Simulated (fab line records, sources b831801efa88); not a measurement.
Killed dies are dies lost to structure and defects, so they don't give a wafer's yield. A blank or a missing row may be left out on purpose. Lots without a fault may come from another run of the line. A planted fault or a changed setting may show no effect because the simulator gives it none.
Chamber matching | flow sky130 | SKY_VIA4_HDPCVD_00 on hdpcvd-02: 3 sister chambers
The step deposits SiO2, target thk 1750 nm, time 291.7 s. 16 wafers are shown with their chamber, then 7 later ones without.

WAFERS WITH THEIR CHAMBER
wafer  | chamber | pressure_mtorr (mTorr)
L412.2 | 2       | 6.006
L412.3 | 0       | 6.012
L412.4 | 0       | 5.996
L413.1 | 0       | 6.003
L413.4 | 1       | 6.020
L413.6 | 0       | 5.997
L417.1 | 0       | 6.001
L417.3 | 2       | 6.003
L417.6 | 1       | 6.008
L418.1 | 1       | 6.005
L418.2 | 2       | 5.994
L418.3 | 0       | 5.993
L421.2 | 1       | 6.014
L421.3 | 0       | 6.000
L421.6 | 0       | 5.983
L422.2 | 1       | 6.007

SIGNATURES (means of the wafers above)
reading        | chamber 0 | chamber 1 | chamber 2 | scatter within a chamber
pressure_mtorr | 5.99812   | 6.01080   | 6.00100   | 0.00743
Rule: a wafer's distance from a chamber is the root of the sum, over the readings, of the square of ((its reading less the chamber's mean) divided by the reading's scatter). The wafer belongs to the nearest chamber; if the next one is less than 2 further off, it can't be placed. The scatter: the root of (the sum of the squares of (reading less its chamber's mean) over the shown wafers, divided by (wafers less chambers)).

WAFERS WITHOUT THEIR CHAMBER
wafer  | pressure_mtorr (mTorr)
L422.3 | 5.984
L422.5 | 6.005
L425.1 | 6.019
L425.2 | 5.975
L425.3 | 6.000
L426.5 | 5.989
L426.6 | 5.998

WHICH CHAMBER EACH WENT THROUGH
wafer  | from the rows above          | in truth
L422.3 | can't be placed: 0 or 2 or 1 | 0
L422.5 | can't be placed: 2 or 1 or 0 | 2
L425.1 | can't be placed: 1 or 2 or 0 | 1
L425.2 | can't be placed: 0 or 2 or 1 | 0
L425.3 | can't be placed: 2 or 0 or 1 | 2
L426.5 | can't be placed: 0 or 2 or 1 | 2
L426.6 | can't be placed: 0 or 2 or 1 | 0
Placed correctly: 0 of 7. Can't be placed from these rows: 7 (the true chamber is among the candidates in 7). Placed wrongly: 0.
